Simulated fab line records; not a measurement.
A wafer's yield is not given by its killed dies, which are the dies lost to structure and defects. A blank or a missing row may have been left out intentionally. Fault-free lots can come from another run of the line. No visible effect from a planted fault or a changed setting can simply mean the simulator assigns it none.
A struck lot beside a sound one    flow sky130    17 out of 708 route steps
Sound: these wafers, L421.2, L421.4, L421.5. The struck wafers were L410.3, L410.5, L410.6. At the end, the cause is stated.
At each step with rows: each side's tool, then ch and its chambers, then its first start. Under that, the readings that differ: sound wafers    struck wafers    difference of the means    sigmas: that difference in standard deviations of wafers without a fault.
alike: words and numbers the same on both sides, and readings whose means are apart by under 2 such deviations; not compared: readings that were withheld, readings missing a value for some wafer, numbers with overlapping values and no deviation given by the record, and bounds like >300 which may hide the same value.
The two part at a step that has a row with sigmas, a row that says differs or no value, or rows on one side only. When numbers do not overlap yet have no deviation, they are printed without sigmas and do not part them. A reading missing from all wafers of one side parts the sides only when that side holds two or more wafers.

first, 2 steps without rows for these wafers: SKY_NWELL_IMPLANT_12; SKY_NWELL_IMPLANT_13.
SKY_NWELL_STRIP_14: strips in O2/N2.
  sound on plasma_asher-03 ch 0, day 8 19:37; struck on plasma_asher-04 ch 0,1, day 6 00:47
  alike: drypump_motor_current_A, oes_product_au, strip_time_to_endpoint_s
  not compared: rf_hours_counter_h
SKY_NWELL_TW_MEAS_15:
  struck on film_metro-04, day 6 00:53; sound on film_metro-04, day 8 19:43
  alike: NWELL_TW
then, 7 steps without rows for these wafers: SKY_NWELL_DEHYDRATE_16 (time 60 s); SKY_NWELL_HMDS_17 (prime time 60 s); SKY_NWELL_COAT_18 (resist thk 3000 nm); SKY_NWELL_SOFTBAKE_19; SKY_NWELL_EXPOSE_20 (exposes mask NWM COMPLEMENT, target cd 840 nm); SKY_NWELL_PEB_21; SKY_NWELL_DEVELOP_22 (develop time 60 s).
SKY_NWELL_OVL_MEAS_23:
  struck on overlay-01, day 6 19:59; sound on overlay-01, day 9 17:08
  alike: NWELL_01_OVL
SKY_NWELL_IMPLANT_24:
  sound on implanter-02 ch 0, day 9 17:11; struck on implanter-01 ch 0, day 6 20:05
reading             sound                          struck                            difference   sigmas
dose_ions_cm2       9.207e+12 9.198e+12 9.209e+12  1.7466e+13 1.7455e+13 1.7473e+13  +8.2600e+12  +99 or more
faraday_current_uA  51.8 51.0 52.6                 100.8 98.6 96.8                   +46.9        +47
SKY_NWELL_STRIP_25: strips in O2/N2.
  sound on plasma_asher-01 ch 0,1, day 9 17:19; struck on plasma_asher-04 ch 0,1, day 6 20:13
  alike: drypump_motor_current_A, oes_product_au, strip_time_to_endpoint_s
  not compared: rf_hours_counter_h
SKY_NWELL_TW_MEAS_26:
  struck on film_metro-03, day 6 20:19; sound on film_metro-03, day 9 17:25
reading     sound        struck       difference  sigmas
NWELL_2_TW  500 503 501  609 612 606  +108        +18
then, 1 step without rows for these wafers: SKY_NWELL_CLEAN_27 (cleans in SC1/SC2, time 150 s).
-- the record jumps here: 41 days lie between the struck wafers' starts before and after (it left off in module NWELL and takes up again in module PAD_OPEN, whose first step shown is number 708 of the route) --
SKY_PAD_OPEN_PROBE_99:
  struck on prober-01, day 47 14:42; sound on prober-01, day 50 03:19
reading                                     sound                          struck                         difference  sigmas
model.etest.pfet_16v.r_on_ohm_um            1.546e+04 1.557e+04 1.534e+04  1.158e+04 1.181e+04 1.165e+04  -3.777e+03  
model.etest.res_iso_pwell.rs_ohm_sq         3404 3420 3306                 1848 1919 1835                 -1509       
model.etest.res_pwell_under_gate.rs_ohm_sq  2311 2313 2295                 1490 1489 1497                 -814        
model.etest.nfet_16v.r_on_ohm_um            1.409e+04 1.398e+04 1.405e+04  1.446e+04 1.463e+04 1.437e+04  +4.467e+02  
model.etest.res_iso_pwell.line_ohm_um       1294 1299 1232                 690.2 704.3 695.5              -578.3      
model.etest.tip_n_5v.rs_ohm_sq              1388 1399 1398                 1505 1510 1503                 +111        
model.etest.res_deep_nwell.rs_ohm_sq        2232 2224 2239                 2322 2318 2316                 +87         
model.etest.res_nwell.width_nm (nm)         846.2 843.6 839                776.4 781.1 778.2              -64.4       
  alike: killed_at_M0_to_M3, killed_at_M4_up, killed_at_contacts, killed_at_front_end, killed_at_other, killed_dies, killed_open, killed_short

== WHERE THEY PART ==
Earliest at SKY_NWELL_IMPLANT_24; latest, in this record, at SKY_NWELL_TW_MEAS_26. Later steps at which nothing parts them and some readings are alike: SKY_PAD_OPEN_PROBE_99.

WHY: the cause the simulator had injected
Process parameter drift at SKY_NWELL_IMPLANT_24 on implanter-01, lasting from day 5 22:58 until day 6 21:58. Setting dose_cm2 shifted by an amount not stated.
